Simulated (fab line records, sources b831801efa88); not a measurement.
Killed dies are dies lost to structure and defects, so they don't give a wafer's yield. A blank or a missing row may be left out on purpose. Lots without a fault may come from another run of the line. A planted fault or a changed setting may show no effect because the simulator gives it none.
Problem report in the 8D (eight disciplines) form, filled by code | flow gf180mcu | the parts of the form that need people (team, actions taken, sign-off) are left out

1. THE PROBLEM
PASSIVATION_CVD_00_THK at GF_PASSIVATION_THK_MEAS_01 reads a mean of 648 nm on 3 wafers of 2 lots; wafers without a fault read 1009 nm with a standard deviation of 14. That is -26 standard deviations from the usual mean.
First seen on wafer L851.3, day 33 18:34, on film_metro-04. The record holds 30 wafers of 10 lots with a number at this step. Rule for "out", or "out of limits": more than 4 standard deviations from the usual mean. The other wafers with a number count as sound.

2. WHAT IT IS AND WHAT IT IS NOT
question                    | is                           | is not
which readings at this step | PASSIVATION_CVD_00_THK       | -
which lots                  | L851, L853                   | L834, L838, L844, L845, L849, L852, L854, L856
which wafers of those lots  | L851.3, L851.4, L853.3       | L851.5, L853.1, L853.2
read on which gauges        | film_metro-01, film_metro-04 | film_metro-02
when                        | from day 33 18:34            | up to then (16 sound wafers); but 11 sound wafers of L852, L853, L854, L856 came after

3. SUSPECTS, AND WHAT RULES EACH OUT
Counting: a tool at a process step up to the reading stays a suspect if it ran every lot that is out. Sound lots after the first of them don't rule it out here, since some wafers of a struck lot are sound.
- the gauge at GF_PASSIVATION_THK_MEAS_01: ruled out. The wafers that are out were read on 2 gauges (film_metro-01, film_metro-04).
- pvd_sputter-03 at GF_TOP_METAL_SPUTTER_00 (material Ti, target thk 37.5 nm, time 150 s): kept. It ran every lot that is out, first L851 (day 33 02:07); its last sound lot up to then is L844 (day 31 04:35).
- pecvd-01 at GF_PASSIVATION_CVD_00 (deposits SiO2 from TEOS, target thk 1000 nm, time 111.95 s): kept. It ran every lot that is out, first L851 (day 33 18:28); its last sound lot up to then is L849 (day 33 08:40).
Left after counting: pvd_sputter-03 at GF_TOP_METAL_SPUTTER_00, pecvd-01 at GF_PASSIVATION_CVD_00.

4. THE CAUSE (what the simulator had put in)
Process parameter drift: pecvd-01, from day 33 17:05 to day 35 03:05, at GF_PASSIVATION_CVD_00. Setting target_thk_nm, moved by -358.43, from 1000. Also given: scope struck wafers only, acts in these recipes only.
Counting left 2 suspects, and this tool is among them.

5. THE CHAIN OF EFFECTS, in route order
Each row: a reading whose mean over the struck wafers that have a number lies more than 3 standard deviations from the usual. Only readings for which the record gives a usual standard deviation are gone through. hours: the time from each lot's start at the first step in this table that gives one to its start at this step, as a median over the lots. sigmas: the change in usual standard deviations.
hours | step                       | reading                | usual      | on struck wafers | change | sigmas
0     | GF_PASSIVATION_THK_MEAS_01 | PASSIVATION_CVD_00_THK | 1009 nm    | 648              | -361   | -26
16    | GF_PASSIVATION_ETCH_11     | oes_product_au         | 0.962 a.u. | 0.837            | -0.125 | -15
16    | GF_PASSIVATION_ETCH_11     | throttle_valve_pct     | 5.959 %    | 5.926            | -0.033 | -3.3
The process steps in it:
- GF_PASSIVATION_ETCH_11: etches the open film in CF4/O2, stops on TiN, target depth 1800 nm, time 400 s.
Later measuring or inspecting steps at which every struck wafer that the step has a row for has a number for every such reading, and none has moved that far: GF_PASSIVATION_THK_MEAS_03.

6. WHAT WOULD HAVE CAUGHT IT SOONER
In this record the first reading out of limits at a measuring or inspecting step was taken at day 33 18:34, 1 hour after the fault began at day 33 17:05.
Of the tool readings at GF_PASSIVATION_CVD_00 for which the record gives a usual standard deviation, none was out on any struck wafer, so an alarm limit of 4 standard deviations on them would not have fired.
Of the lots that are out (2), L853 began GF_PASSIVATION_CVD_00 on pecvd-01 after day 33 18:34. A hold on the tool at that time would have spared it.
